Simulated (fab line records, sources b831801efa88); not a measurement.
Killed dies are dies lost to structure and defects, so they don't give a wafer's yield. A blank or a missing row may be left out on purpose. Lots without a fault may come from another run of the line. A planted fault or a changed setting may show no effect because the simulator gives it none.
A struck lot beside a sound one | flow sky130 | 15 steps out of a route of 708
Sound: wafers L938.1, L938.2, L938.6. Struck: wafers L946.1, L946.2, L946.6. The cause comes at the end.
At each step with rows: each side's tool, then ch and its chambers, then its first start. Under that, the readings that differ: sound wafers | struck wafers | difference of the means | sigmas: that difference in standard deviations of wafers without a fault.
alike: readings whose means differ by less than 2 such deviations, and words and numbers that are the same on both sides. not compared: withheld readings, readings that some wafer has no value for, bounds like >300 that may hide the same value, and numbers for which the record gives no deviation and whose values overlap.
The two part at a step that has a row with sigmas, a row that says differs or no value, or rows on one side only. Numbers that don't overlap but have no deviation are shown without sigmas and don't part them. A reading that every wafer of one side lacks parts them only if that side has two wafers or more.

first, 5 steps without rows for these wafers: SKY_LDD_N_COAT_02 (resist thk 300 nm); SKY_LDD_N_SOFTBAKE_03 (time 60 s); SKY_LDD_N_EXPOSE_04 (exposes mask NTM, target cd 840 nm); SKY_LDD_N_PEB_05; SKY_LDD_N_DEVELOP_06 (develop time 60 s).
SKY_LDD_N_OVL_MEAS_07:
  sound on overlay-01, day 18 20:31; struck on overlay-01, day 22 09:01
  alike: LDD_N_OVL
then, 6 steps without rows for these wafers: SKY_LDD_N_IMPLANT_08; SKY_LDD_N_IMPLANT_09; SKY_LDD_N_IMPLANT_10; SKY_LDD_N_IMPLANT_11; SKY_LDD_N_IMPLANT_12; SKY_LDD_N_IMPLANT_13.
SKY_LDD_N_IMPLANT_14:
  sound on implanter-01 ch 0, day 18 21:26; struck on implanter-04 ch 0, day 22 10:16
  alike: end_station_pressure_torr, faraday_current_uA
then, 1 step without rows for these wafers: SKY_LDD_N_IMPLANT_15.
-- the record jumps here: 26 days lie between the struck wafers' starts before and after (it left off in module LDD_N and takes up again in module PAD_OPEN, whose first step shown is number 708 of the route) --
SKY_PAD_OPEN_PROBE_99:
  sound on prober-02, day 46 12:29; struck on prober-02, day 48 19:49
  reading                                    | sound                | struck               | difference | sigmas
  model.etest.nfet_01v8.r_on_ohm_um          | 840 837.6 820.8      | 889.7 888.2 848.1    | +42.5      |
  model.etest.nfet_01v8_lvt.drive_ua_um      | 566.9 566.8 581.5    | 532 532.2 554.7      | -32        |
  model.etest.nfet_01v8_swapped.drive_ua_um  | 496.5 493.6 506.3    | 462.8 462.2 483.2    | -29.4      |
  model.etest.nfet_01v8.drive_ua_um          | 493.8 492.8 508.2    | 464.7 464.8 491.5    | -24.6      |
  model.etest.sram_nfet_pass.drive_ua_um     | 482.9 481.3 496.6    | 454.9 460.1 473.5    | -24.1      |
  model.etest.tip_n.rs_ohm_sq                | 447.2 447.1 449      | 454.4 458.5 456.9    | +8.8       |
  model.etest.nfet_01v8_swapped.vt_sat_v (V) | 0.6579 0.6589 0.6484 | 0.7249 0.7188 0.7091 | +0.0625    |
  alike: killed_at_M0_to_M3, killed_at_M4_up, killed_at_contacts, killed_at_front_end, killed_at_other, killed_dies, killed_open, killed_short
  not compared: model.etest.nfet_01v8_swapped.off_log10_a_um

WHERE THEY PART
Nowhere in this record.

WHY: what the simulator had put in
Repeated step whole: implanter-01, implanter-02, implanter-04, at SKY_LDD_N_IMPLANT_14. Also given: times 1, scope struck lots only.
